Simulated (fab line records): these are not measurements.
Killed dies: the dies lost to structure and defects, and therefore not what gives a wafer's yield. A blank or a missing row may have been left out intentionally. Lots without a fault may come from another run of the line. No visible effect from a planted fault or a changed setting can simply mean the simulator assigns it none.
fab line records	flow sky130
record lots=24	wafers=72	last-day=50
route steps=708 shown FIELD_ISO@18 SONOS_ONO@182 METAL1@437 VIA1@460 METAL3@533
lots with no fault: from the same line, run without faults
start-h: start of the lot's first displayed wafer, in hours after the record's first day	wait-h: time in hours since the lot's previous step	" identical to the entry in the row above	L1.1+2: a single row standing in for several wafers	- value missing, or start not given	* or withheld: withheld	< > ~ a bound
route shown NAME@n: names a module that has steps shown in the file, with the first one's number in the route	usual: the fault-free wafers' mean and standard deviation	same: alike in all rows	chamber/n: place in a boat	sites: the reading at each site	_std_site: their standard deviation	_edge_site: inner sites' mean taken away from outer sites' mean	radius-mm: how far each site lies from the wafer's centre	mask NAME#n: copy n	behind: the last tool/chamber to shape the wafer	hold: why the lot went on hold/how many hours it stayed there/how the hold came to an end	device: the n, p or np transistor that did not switch	end of line: the tests these same wafers got at the end of their route	step lacking rows: just its recipe	killed: the dies lost at the first sort to structure and to defects; this is not the yield of the wafer	map: shows each die of a wafer: x if killed, . if not, _ if none is there
set.NAME: the setting that was run; set.NAME@STEP: the one run at that earlier step	model.NAME: the simulator's own value behind a step, which no gauge read
one table for each step of the route and one row for each wafer, over a sample of lots
services: the hour from which a tool's chamber was out of use, counted from the record's first day as start-h (under 0 if before that day), plus the number of hours and why
## steps
# step SKY_FIELD_ISO_ETCH_17
# recipe target-depth-a=3420	mask-material=Si3N4	chemistry=HBr/Cl2/O2	target=Si	taper-deg=5	icp-w=600	bias-w=150	pressure-mtorr=15	HBr_flow_sccm=150	Cl2_flow_sccm=40	O2_flow_sccm=6	time-s=97.7
# usual drypump-motor-current-A=5.4/0.44	he-backside-leak-sccm=2.8/0.3	oes-product-au=0.996/0.0097	throttle-valve-pct=25.660/0.01
lot.wafer	tool	chamber	start-h	wait-h	drypump-motor-current-A	he-backside-leak-sccm	oes-product-au	rf-hours-counter-h	throttle-valve-pct
L074.1	rie-si-01	0	29.83	0.1	4.7	3.1	0.986	106	25.682
L074.2	"	3	"	"	5.5	2.5	0.998	2	25.659
L074.5	"	1	"	"	5.1	2.8	1.003	-	25.639
L075.1	rie-si-01	1	33.30	0.1	5.1	2.5	1.010	46	25.645
L075.4	"	0	"	"	4.7	3.2	0.993	107	25.668
L075.5	"	0	"	"	4.7	3.1	0.986	-	25.677
L076.1	rie-si-01	0	40.16	0.1	4.7	3.0	0.992	107	25.659
L076.3	"	3	"	"	5.5	2.5	1.005	2	25.662
L076.5	"	2	"	"	5.8	3.0	0.991	-	25.662
L077.1	rie-si-02	3	46.70	0.1	5.8	2.8	0.995	3	25.657
L077.4	"	2	"	"	5.3	3.1	0.996	73	25.656
L077.5	"	3	"	"	5.8	2.6	0.993	-	25.660
L078.3	rie-si-01	3	52.70	0.0	5.5	2.5	1.001	2	25.670
L078.4	"	1	"	"	5.1	2.5	1.009	46	25.653
L078.6	"	1	"	"	5.1	2.4	1.002	-	25.645
L079.2	rie-si-01	2	57.60	0.1	5.8	2.8	0.989	147	25.660
L079.4	"	1	"	"	5.1	2.3	1.004	46	25.639
L079.5	"	0	"	"	4.7	3.1	0.988	-	25.653
L080.1	rie-si-02	0	62.01	0.1	5.5	2.8	0.965	98	25.659
L080.4	"	3	"	"	5.8	2.5	0.995	3	25.667
L080.5	"	1	"	"	6.2	2.9	0.997	-	25.662
L081.3	rie-si-02	3	67.66	0.0	5.7	2.6	1.004	3	25.661
L081.5	"	3	"	"	5.8	2.5	1.003	-	25.647
L081.6	"	0	"	"	5.5	3.0	0.985	-	25.669
L082.1	rie-si-02	2	72.53	0.1	5.3	3.1	1.004	73	25.641
L082.3	"	0	"	"	5.5	2.7	0.993	98	25.667
L082.5	"	2	"	"	5.3	3.0	0.984	-	25.659
L083.1	rie-si-01	3	75.38	0.1	5.5	2.4	1.001	2	25.662
L083.5	"	0	"	"	4.7	3.0	0.990	-	25.656
L083.6	"	3	"	"	5.5	2.4	0.997	-	25.656
L084.1	rie-si-02	0	79.81	0.1	5.4	2.7	0.991	98	25.669
L084.3	"	3	"	"	5.8	2.7	1.011	3	25.664
L084.5	"	0	"	"	5.5	2.6	0.986	-	25.662
L085.1	rie-si-02	1	86.56	0.1	6.2	2.7	1.001	129	25.649
L085.3	"	2	"	"	5.3	3.3	0.987	73	25.660
L085.4	"	0	"	"	5.5	2.7	0.986	99	25.667
L086.1	rie-si-01	2	93.71	0.1	5.8	3.0	0.994	147	25.657
L086.2	"	1	"	"	5.1	2.7	1.005	47	25.656
L086.6	"	1	"	"	5.1	2.7	0.998	-	25.651
L087.1	rie-si-01	2	98.01	0.1	5.8	3.1	0.981	147	25.676
L087.2	"	3	"	"	5.5	2.4	0.997	3	25.661
L087.4	"	1	"	"	5.1	2.5	1.004	47	25.662
L088.2	rie-si-02	2	101.50	0.1	5.3	2.9	1.008	74	25.657
L088.3	"	0	"	"	5.5	2.7	0.983	99	25.668
L088.6	"	3	"	"	5.8	2.7	1.010	-	25.661
L089.3	rie-si-02	0	106.38	0.0	5.4	2.8	0.983	99	25.685
L089.4	"	1	"	"	6.2	2.8	1.004	129	25.636
L089.5	"	0	"	"	5.5	2.8	0.990	-	25.663
L090.2	rie-si-02	2	112.06	0.1	5.3	3.2	0.997	74	25.654
L090.3	"	1	"	"	6.2	2.7	1.008	129	25.662
L090.4	"	3	"	"	5.8	2.5	1.006	4	25.648
L092.2	rie-si-01	3	130.73	0.1	5.5	2.4	0.991	3	25.665
L092.5	"	0	"	"	4.7	3.1	0.987	-	25.659
L092.6	"	1	"	"	5.1	2.6	1.005	-	25.648
L091.2	rie-si-02	3	130.88	0.1	5.8	2.8	0.996	4	25.642
L091.4	"	1	"	"	6.2	2.8	0.999	-	25.640
L091.5	"	3	"	"	5.8	2.6	1.003	-	25.652
L093.2	rie-si-01	0	131.06	0.1	4.7	2.9	0.987	107	25.674
L093.3	"	3	"	"	5.5	2.6	1.001	3	25.666
L093.5	"	3	"	"	5.5	2.4	1.000	-	25.658
L094.2	rie-si-01	3	136.45	0.1	5.5	2.4	0.996	3	25.658
L094.3	"	0	"	"	4.7	2.9	0.990	107	25.684
L094.5	"	1	"	"	5.1	2.5	0.997	-	25.669
L095.1	rie-si-02	1	140.98	0.1	6.1	2.8	1.004	130	25.650
L095.2	"	0	"	"	5.5	2.7	0.981	99	25.674
L095.3	"	3	"	"	5.8	2.6	0.997	4	25.671
L096.1	rie-si-01	0	144.11	0.1	4.7	2.9	0.991	108	25.662
L096.3	"	3	"	"	5.5	2.4	1.006	3	25.659
L096.6	"	1	"	"	5.1	2.5	1.000	-	25.649
L097.1	rie-si-01	3	150.41	0.1	5.5	2.6	0.982	3	25.669
L097.2	"	0	"	"	4.7	3.3	0.990	108	25.672
L097.4	"	2	"	"	5.8	2.8	1.002	0	25.656
# step SKY_SONOS_ONO_OVL_MEAS_14
# usual SONOS_ONO_OVL=0.4/1.2
lot.wafer	tool	chamber	start-h	wait-h	SONOS_ONO_OVL[nm]
L074.1	overlay-01	-	280.43	0.1	-0.5
L074.2	"	-	"	"	2.1
L074.5	"	-	"	"	2.2
L075.1	overlay-02	-	281.77	0.1	-0.8
L075.4	"	-	"	"	1.1
L075.5	"	-	"	"	1.0
L076.1	overlay-02	-	297.08	0.1	1.5
L076.3	"	-	"	"	1.3
L076.5	"	-	"	"	1.5
L077.1	overlay-02	-	304.51	0.1	-0.8
L077.4	"	-	"	"	-0.3
L077.5	"	-	"	"	-1.7
L078.3	overlay-01	-	315.64	0.1	1.2
L078.4	"	-	"	"	1.7
L078.6	"	-	"	"	2.0
L079.2	overlay-01	-	322.32	0.1	0.7
L079.4	"	-	"	"	0.9
L079.5	"	-	"	"	-0.6
L080.1	overlay-02	-	332.18	0.1	-0.1
L080.4	"	-	"	"	-0.2
L080.5	"	-	"	"	0.1
L081.3	overlay-01	-	340.38	0.1	1.3
L081.5	"	-	"	"	0.1
L081.6	"	-	"	"	-0.8
L082.1	overlay-02	-	345.58	0.1	0.8
L082.3	"	-	"	"	0.3
L082.5	"	-	"	"	1.9
L083.1	overlay-01	-	348.11	0.1	-0.8
L083.5	"	-	"	"	-0.2
L083.6	"	-	"	"	-0.6
L084.1	overlay-02	-	362.22	0.1	0.1
L084.3	"	-	"	"	2.1
L084.5	"	-	"	"	2.3
L085.1	overlay-02	-	373.31	0.1	-1.6
L085.3	"	-	"	"	1.4
L085.4	"	-	"	"	1.8
L086.1	overlay-01	-	379.06	0.1	0.6
L086.2	"	-	"	"	2.5
L086.6	"	-	"	"	2.3
L087.1	overlay-02	-	391.91	0.1	-0.5
L087.2	"	-	"	"	0.5
L087.4	"	-	"	"	-0.1
L088.2	overlay-01	-	392.21	0.1	-0.1
L088.3	"	-	"	"	1.3
L088.6	"	-	"	"	0.4
L089.3	overlay-01	-	404.97	0.1	0.1
L089.4	"	-	"	"	0.2
L089.5	"	-	"	"	1.9
L090.2	overlay-02	-	413.39	0.1	-0.9
L090.3	"	-	"	"	1.0
L090.4	"	-	"	"	-0.4
L092.2	overlay-02	-	439.19	0.1	-0.7
L092.5	"	-	"	"	0.1
L092.6	"	-	"	"	-0.6
L091.2	overlay-02	-	439.49	0.1	0.5
L091.4	"	-	"	"	0.1
L091.5	"	-	"	"	1.0
L093.2	overlay-02	-	442.14	0.1	-0.5
L093.3	"	-	"	"	0.7
L093.5	"	-	"	"	0.2
L094.2	overlay-01	-	451.19	0.1	1.7
L094.3	"	-	"	"	1.9
L094.5	"	-	"	"	0.9
L095.1	overlay-02	-	458.87	0.1	-1.3
L095.2	"	-	"	"	0.2
L095.3	"	-	"	"	-0.1
L096.1	overlay-01	-	461.71	0.1	1.8
L096.3	"	-	"	"	-0.8
L096.6	"	-	"	"	2.8
L097.1	overlay-02	-	468.72	0.1	2.3
L097.2	"	-	"	"	-0.6
L097.4	"	-	"	"	0.7
# step SKY_METAL1_SPUTTER_03
# recipe material=Ti	target-thk-nm=5	power-w=3000	time-s=3.3	chamber-pressure-pa=0.4
# usual throttle-valve-pct=30.1/0.91
lot.wafer	tool	chamber	start-h	wait-h	throttle-valve-pct
L074.1	pvd-sputter-02	-	732.46	0.0	29.0
L074.2	"	-	"	"	29.0
L074.5	"	-	"	"	29.3
L075.1	pvd-sputter-02	-	734.53	0.0	29.0
L075.4	"	-	"	"	29.1
L075.5	"	-	"	"	29.1
L076.1	pvd-sputter-02	-	754.45	0.0	29.2
L076.3	"	-	"	"	29.2
L076.5	"	-	"	"	29.5
L077.1	pvd-sputter-04	-	767.62	0.0	31.0
L077.4	"	-	"	"	31.2
L077.5	"	-	"	"	30.6
L079.2	pvd-sputter-04	-	782.46	0.0	30.8
L079.4	"	-	"	"	29.7
L079.5	"	-	"	"	30.9
L078.3	pvd-sputter-04	-	784.20	0.0	30.6
L078.4	"	-	"	"	29.8
L078.6	"	-	"	"	31.1
L080.1	pvd-sputter-04	-	793.37	0.0	29.5
L080.4	"	-	"	"	31.2
L080.5	"	-	"	"	30.7
L081.3	pvd-sputter-04	-	800.70	0.0	30.8
L081.5	"	-	"	"	29.7
L081.6	"	-	"	"	31.2
L082.1	pvd-sputter-04	-	801.85	0.0	31.0
L082.3	"	-	"	"	30.8
L082.5	"	-	"	"	30.9
L083.1	pvd-sputter-04	-	802.94	0.0	31.0
L083.5	"	-	"	"	29.8
L083.6	"	-	"	"	31.0
L084.1	pvd-sputter-04	-	815.00	0.0	31.2
L084.3	"	-	"	"	31.1
L084.5	"	-	"	"	30.7
L085.1	pvd-sputter-01	-	825.23	0.0	29.9
L085.3	"	-	"	"	30.9
L085.4	"	-	"	"	30.0
L086.1	pvd-sputter-01	-	830.94	0.0	29.9
L086.2	"	-	"	"	30.5
L086.6	"	-	"	"	29.6
L087.1	pvd-sputter-02	-	846.88	0.0	29.1
L087.2	"	-	"	"	29.2
L087.4	"	-	"	"	28.9
L088.2	pvd-sputter-04	-	848.41	0.0	29.6
L088.3	"	-	"	"	31.3
L088.6	"	-	"	"	31.3
L089.3	pvd-sputter-04	-	854.96	0.0	29.7
L089.4	"	-	"	"	30.8
L089.5	"	-	"	"	30.0
L090.2	pvd-sputter-02	-	864.66	0.0	28.8
L090.3	"	-	"	"	28.7
L090.4	"	-	"	"	29.3
L092.2	pvd-sputter-04	-	882.97	0.0	31.3
L092.5	"	-	"	"	30.9
L092.6	"	-	"	"	31.1
L091.2	pvd-sputter-02	-	887.95	0.0	29.6
L091.4	"	-	"	"	29.1
L091.5	"	-	"	"	29.0
L093.2	pvd-sputter-01	-	888.27	0.0	30.6
L093.3	"	-	"	"	31.2
L093.5	"	-	"	"	30.9
L094.2	pvd-sputter-02	-	890.07	0.0	28.6
L094.3	"	-	"	"	29.0
L094.5	"	-	"	"	29.2
L095.1	pvd-sputter-01	-	899.62	0.0	30.0
L095.2	"	-	"	"	31.3
L095.3	"	-	"	"	30.0
L096.1	pvd-sputter-04	-	904.07	0.0	31.2
L096.3	"	-	"	"	31.0
L096.6	"	-	"	"	31.1
L097.1	pvd-sputter-02	-	908.14	0.0	28.8
L097.2	"	-	"	"	29.2
L097.4	"	-	"	"	29.4
# step SKY_METAL1_ETCH_18
# recipe chemistry=N2/H2	target=BARC	ion-energy-ev=200	bias-w=100	pressure-mtorr=30	n2-flow-sccm=100	h2-flow-sccm=200	icp-w=500	stop-on=SiO2	time-s=45.9	target-depth-a=600
# usual drypump-motor-current-A=5.4/0.34	he-backside-leak-sccm=3.28/0.21	oes-product-au=0.853/0.0046	throttle-valve-pct=13.225/0.0092
lot.wafer	tool	chamber	start-h	wait-h	drypump-motor-current-A	he-backside-leak-sccm	oes-product-au	rf-hours-counter-h	throttle-valve-pct
L074.1	rie-metal-04	0	760.17	0.0	5.0	3.52	0.855	13	13.223
L074.2	"	1	"	"	5.9	3.16	0.856	13	13.231
L074.5	"	1	"	"	5.9	3.10	0.852	-	13.215
L075.1	rie-metal-02	0	762.45	0.0	5.3	3.22	0.849	14	13.217
L075.4	"	1	"	"	5.0	3.40	0.862	-	13.221
L075.5	"	0	"	"	5.3	3.18	0.865	-	13.217
L076.1	rie-metal-04	0	781.68	0.1	5.0	3.38	0.858	14	13.223
L076.3	"	0	"	"	5.0	3.46	0.854	-	13.217
L076.5	"	0	"	"	5.0	3.27	0.855	-	13.219
L077.1	rie-metal-01	0	794.82	0.0	5.3	3.34	0.850	2	13.210
L077.4	"	1	"	"	5.8	2.95	0.864	-	13.213
L077.5	"	1	"	"	5.8	2.97	0.848	-	13.215
L079.2	rie-metal-04	1	809.55	0.1	5.8	2.90	0.856	-	13.225
L079.4	"	1	"	"	5.8	3.07	0.851	-	13.220
L079.5	"	1	"	"	5.9	2.91	0.852	-	13.231
L078.3	rie-metal-01	0	810.95	0.0	5.4	3.44	0.848	-	13.236
L078.4	"	1	"	"	5.8	3.09	0.857	-	13.232
L078.6	"	0	"	"	5.4	3.36	0.851	-	13.237
L080.1	rie-metal-04	1	821.03	0.0	5.8	3.02	0.852	1	13.234
L080.4	"	1	"	"	5.9	2.97	0.856	-	13.229
L080.5	"	0	"	"	5.0	3.58	0.859	-	13.230
L081.3	rie-metal-02	1	828.86	0.0	5.1	3.71	0.850	-	13.240
L081.5	"	1	"	"	5.1	3.75	0.853	-	13.213
L081.6	"	0	"	"	5.3	3.06	0.859	-	13.224
L082.1	rie-metal-01	1	829.18	0.0	5.9	3.07	0.859	8	13.217
L082.3	"	1	"	"	5.9	3.14	0.858	-	13.228
L082.5	"	0	"	"	5.3	3.27	0.855	-	13.220
L083.1	rie-metal-02	1	829.72	0.0	5.0	3.39	0.855	9	13.216
L083.5	"	0	"	"	5.3	3.07	0.856	-	13.223
L083.6	"	1	"	"	5.0	3.49	0.852	-	13.239
L084.1	rie-metal-04	0	842.40	0.0	5.0	3.60	0.848	1	13.243
L084.3	"	1	"	"	5.9	3.10	0.857	-	13.230
L084.5	"	1	"	"	5.9	2.95	0.848	-	13.221
L085.1	rie-metal-04	1	852.00	0.0	5.9	3.09	0.853	2	13.228
L085.3	"	0	"	"	5.0	3.50	0.845	-	13.225
L085.4	"	1	"	"	5.9	3.02	0.856	-	13.228
L086.1	rie-metal-01	0	856.75	0.0	5.3	3.35	0.845	4	13.234
L086.2	"	1	"	"	5.9	3.02	0.848	9	13.230
L086.6	"	0	"	"	5.4	3.25	0.849	-	13.220
L087.1	rie-metal-02	1	873.10	0.0	5.1	3.52	0.856	11	13.220
L087.2	"	0	"	"	5.3	2.99	0.848	0	13.225
L087.4	"	1	"	"	5.0	3.45	0.856	-	13.220
L088.2	rie-metal-04	1	874.53	0.0	5.9	3.21	0.853	3	13.213
L088.3	"	0	"	"	5.0	3.55	0.856	-	13.228
L088.6	"	1	"	"	5.9	3.16	0.853	-	13.232
L089.3	rie-metal-01	1	880.96	0.0	5.8	3.06	0.850	-	13.234
L089.4	"	0	"	"	5.4	3.41	0.857	-	13.238
L089.5	"	1	"	"	5.9	2.98	0.855	-	13.213
L090.2	rie-metal-02	1	890.73	0.0	5.1	3.47	0.857	12	13.225
L090.3	"	1	"	"	5.1	3.43	0.851	-	13.245
L090.4	"	0	"	"	5.3	3.19	0.849	-	13.222
L092.2	rie-metal-02	0	908.75	0.0	5.3	3.11	0.851	2	13.225
L092.5	"	0	"	"	5.3	3.05	0.852	-	13.211
L092.6	"	1	"	"	5.1	3.39	0.849	-	13.220
L091.2	rie-metal-01	0	914.09	0.1	5.3	3.34	0.848	-	13.220
L091.4	"	0	"	"	5.3	3.35	0.855	-	13.236
L091.5	"	0	"	"	5.3	3.20	0.853	-	13.241
L093.2	rie-metal-02	1	914.38	0.0	5.0	3.61	0.851	13	13.220
L093.3	"	0	"	"	5.3	3.14	0.850	-	13.222
L093.5	"	0	"	"	5.3	3.19	0.851	-	13.217
L094.2	rie-metal-04	1	915.63	0.0	5.9	3.12	0.857	5	13.226
L094.3	"	1	"	"	5.9	3.20	0.860	-	13.220
L094.5	"	0	"	"	4.9	3.40	0.853	-	13.234
L095.1	rie-metal-01	0	925.58	0.1	5.3	3.29	0.855	7	13.233
L095.2	"	0	"	"	5.4	3.27	0.852	-	13.209
L095.3	"	0	"	"	5.3	3.32	0.858	-	13.222
L096.1	rie-metal-01	0	929.57	0.1	5.4	3.30	0.857	8	13.207
L096.3	"	0	"	"	5.4	3.30	0.852	-	13.207
L096.6	"	0	"	"	5.4	3.38	0.853	-	13.219
L097.1	rie-metal-01	0	933.90	0.0	5.4	3.34	0.853	8	13.221
L097.2	"	1	"	"	5.9	3.16	0.855	11	13.231
L097.4	"	0	"	"	5.4	3.38	0.861	-	13.213
# step SKY_VIA1_CMP_02
# recipe material=SiO2	down-force-psi=4	platen-rpm=60	pad-velocity-m-s=0.94248
# usual motor-current-A=11.4/0.97	platen-rpm=60.00/0.04
lot.wafer	tool	chamber	start-h	wait-h	motor-current-A	platen-rpm
L074.1	cmp-02	2	761.17	0.1	9.3	59.93
L074.2	"	1	"	"	11.5	60.00
L074.5	"	3	"	"	12.1	60.08
L075.4	cmp-02	0	763.44	0.0	11.3	60.04
L075.1	"	2	"	"	9.7	59.96
L075.5	"	0	"	"	10.7	60.03
L076.3	cmp-02	3	782.80	0.1	11.3	60.03
L076.1	"	1	"	"	11.5	60.01
L076.5	"	2	"	"	9.5	60.01
L077.1	cmp-01	0	795.96	0.1	12.4	59.97
L077.4	"	1	"	"	10.9	60.04
L077.5	"	3	"	"	12.0	59.96
L079.2	cmp-01	3	810.60	0.0	11.9	59.99
L079.4	"	2	"	"	12.1	60.00
L079.5	"	0	"	"	12.4	59.99
L078.3	cmp-01	3	811.90	0.1	11.1	59.98
L078.4	"	0	"	"	11.8	59.95
L078.6	"	2	"	"	12.5	60.00
L080.4	cmp-01	1	821.98	0.0	10.9	60.06
L080.1	"	2	"	"	12.3	60.01
L080.5	"	2	"	"	12.6	59.97
L081.3	cmp-01	1	829.91	0.2	10.5	59.94
L081.6	"	2	"	"	12.8	59.99
L081.5	"	3	"	"	12.6	60.05
L082.1	cmp-02	3	830.16	0.1	11.9	60.04
L082.3	"	1	"	"	11.2	60.04
L082.5	"	2	"	"	9.6	59.96
L083.1	cmp-01	1	831.01	0.4	11.1	59.92
L083.5	"	2	"	"	12.0	60.04
L083.6	"	3	"	"	12.0	60.02
L084.3	cmp-02	0	843.40	0.1	10.8	60.05
L084.1	"	1	"	"	11.1	60.08
L084.5	"	3	"	"	11.6	60.01
L085.3	cmp-01	3	852.91	0.0	12.4	59.98
L085.1	"	0	"	"	12.2	59.97
L085.4	"	1	"	"	10.9	59.92
L086.2	cmp-01	3	857.72	0.1	13.2	59.99
L086.1	"	1	"	"	10.7	60.01
L086.6	"	3	"	"	12.8	59.97
L087.1	cmp-02	0	874.10	0.1	10.7	59.94
L087.2	"	1	"	"	11.3	59.98
L087.4	"	2	"	"	9.3	59.97
L088.3	cmp-02	3	875.45	0.0	12.4	60.05
L088.2	"	2	"	"	9.4	59.99
L088.6	"	3	"	"	11.8	60.05
L089.3	cmp-01	0	881.89	0.0	12.0	59.96
L089.4	"	2	"	"	12.4	60.01
L089.5	"	0	"	"	12.3	59.96
L090.2	cmp-01	1	891.74	0.0	10.7	60.02
L090.3	"	2	"	"	12.5	59.92
L090.4	"	0	"	"	11.9	60.05
L092.2	cmp-01	1	909.82	0.2	10.7	59.99
L092.6	"	2	"	"	12.5	60.04
L092.5	"	3	"	"	12.8	60.01
L091.2	cmp-02	1	915.22	0.0	11.7	60.02
L091.4	"	0	"	"	11.6	59.95
L091.5	"	2	"	"	9.9	59.96
L093.3	cmp-02	0	915.52	0.2	11.0	60.01
L093.2	"	2	"	"	10.2	59.98
L093.5	"	0	"	"	11.0	59.97
L094.3	cmp-01	2	916.66	0.1	12.9	59.92
L094.2	"	3	"	"	12.0	60.04
L094.5	"	0	"	"	11.9	60.03
L095.2	cmp-02	3	926.87	0.1	11.8	60.07
L095.1	"	0	"	"	10.2	60.04
L095.3	"	1	"	"	11.7	59.95
L096.1	cmp-02	2	930.73	0.1	9.5	59.99
L096.3	"	3	"	"	11.7	60.00
L096.6	"	2	"	"	9.8	60.00
L097.4	cmp-02	1	934.92	0.1	10.9	60.02
L097.2	"	2	"	"	9.7	59.90
L097.1	"	3	"	"	12.0	59.98
# step SKY_METAL3_SPUTTER_01
# recipe material=TiN	target-thk-nm=20	power-w=6500	time-s=16.7	chamber-pressure-pa=0.4
# usual throttle-valve-pct=30.0/0.84
lot.wafer	tool	chamber	start-h	wait-h	throttle-valve-pct
L074.1	pvd-sputter-01	-	846.62	0.0	30.5
L074.2	"	-	"	"	30.9
L074.5	"	-	"	"	29.9
L075.1	pvd-sputter-02	-	849.33	0.0	28.9
L075.4	"	-	"	"	29.1
L075.5	"	-	"	"	29.3
L076.1	pvd-sputter-04	-	865.88	0.0	31.3
L076.3	"	-	"	"	30.8
L076.5	"	-	"	"	31.2
L077.1	pvd-sputter-01	-	879.13	0.0	30.0
L077.4	"	-	"	"	29.7
L077.5	"	-	"	"	29.8
L079.2	pvd-sputter-04	-	893.51	0.0	31.0
L079.4	"	-	"	"	31.2
L079.5	"	-	"	"	31.0
L078.3	pvd-sputter-01	-	895.83	0.0	29.7
L078.4	"	-	"	"	30.6
L078.6	"	-	"	"	30.4
L080.1	pvd-sputter-04	-	905.29	0.0	31.2
L080.4	"	-	"	"	30.9
L080.5	"	-	"	"	31.1
L081.3	pvd-sputter-01	-	911.24	0.0	30.7
L081.5	"	-	"	"	30.5
L081.6	"	-	"	"	29.8
L082.1	pvd-sputter-01	-	913.32	0.0	30.5
L082.3	"	-	"	"	29.7
L082.5	"	-	"	"	29.8
L083.1	pvd-sputter-02	-	913.62	0.0	28.7
L083.5	"	-	"	"	29.2
L083.6	"	-	"	"	29.4
L084.1	pvd-sputter-02	-	925.83	0.0	29.3
L084.3	"	-	"	"	29.1
L084.5	"	-	"	"	29.1
L085.1	pvd-sputter-02	-	934.94	0.0	28.8
L085.3	"	-	"	"	29.4
L085.4	"	-	"	"	29.2
L086.1	pvd-sputter-04	-	939.00	0.0	31.2
L086.2	"	-	"	"	29.9
L086.6	"	-	"	"	31.3
L087.1	pvd-sputter-01	-	954.27	0.0	31.1
L087.2	"	-	"	"	29.7
L087.4	"	-	"	"	30.5
L088.2	pvd-sputter-04	-	955.72	0.0	31.0
L088.3	"	-	"	"	29.5
L088.6	"	-	"	"	30.9
L089.3	pvd-sputter-02	-	962.52	0.0	28.9
L089.4	"	-	"	"	29.1
L089.5	"	-	"	"	29.2
L090.2	pvd-sputter-04	-	970.93	0.0	29.8
L090.3	"	-	"	"	31.2
L090.4	"	-	"	"	30.8
L092.2	pvd-sputter-01	-	987.81	0.0	30.0
L092.5	"	-	"	"	31.3
L092.6	"	-	"	"	29.7
L091.2	pvd-sputter-02	-	993.90	0.0	28.8
L091.4	"	-	"	"	29.2
L091.5	"	-	"	"	28.9
L093.2	pvd-sputter-01	-	994.20	0.0	29.9
L093.3	"	-	"	"	29.9
L093.5	"	-	"	"	30.4
L094.2	pvd-sputter-02	-	994.50	0.0	29.0
L094.3	"	-	"	"	29.1
L094.5	"	-	"	"	28.6
L095.1	pvd-sputter-01	-	1004.01	0.0	31.2
L095.2	"	-	"	"	29.9
L095.3	"	-	"	"	30.0
L096.1	pvd-sputter-02	-	1006.56	0.0	28.8
L096.3	"	-	"	"	29.2
L096.6	"	-	"	"	29.2
L097.1	pvd-sputter-04	-	1011.00	0.0	31.2
L097.2	"	-	"	"	30.9
L097.4	"	-	"	"	29.8
## services
tool	chamber	start-h	hours	kind
pvd-sputter-01	-	9.79	1.2	repair
rie-si-01	1	19.40	3.8	repair
pvd-sputter-02	-	64.38	1.0	repair
pvd-sputter-01	-	68.84	1.7	repair
pvd-sputter-04	-	80.24	2.6	repair
pvd-sputter-04	-	110.20	5.5	repair
pvd-sputter-04	-	124.06	3.7	repair
pvd-sputter-02	-	200.49	1.5	repair
pvd-sputter-02	-	273.56	0.9	repair
pvd-sputter-02	-	330.00	1.1	repair
pvd-sputter-02	-	446.84	4.0	repair
pvd-sputter-02	-	454.02	9.9	repair
pvd-sputter-04	-	548.37	6.0	repair
pvd-sputter-02	-	586.81	2.3	repair
pvd-sputter-02	-	617.40	5.4	repair
pvd-sputter-02	-	664.77	8.3	repair
pvd-sputter-02	-	674.86	0.5	repair
pvd-sputter-04	-	737.39	2.1	repair
pvd-sputter-04	-	799.44	1.1	repair
pvd-sputter-02	-	808.58	2.4	repair
pvd-sputter-04	-	820.51	9.1	repair
pvd-sputter-02	-	847.72	1.0	repair
pvd-sputter-04	-	862.87	2.7	repair
pvd-sputter-02	-	995.21	2.4	repair
## key
fault none
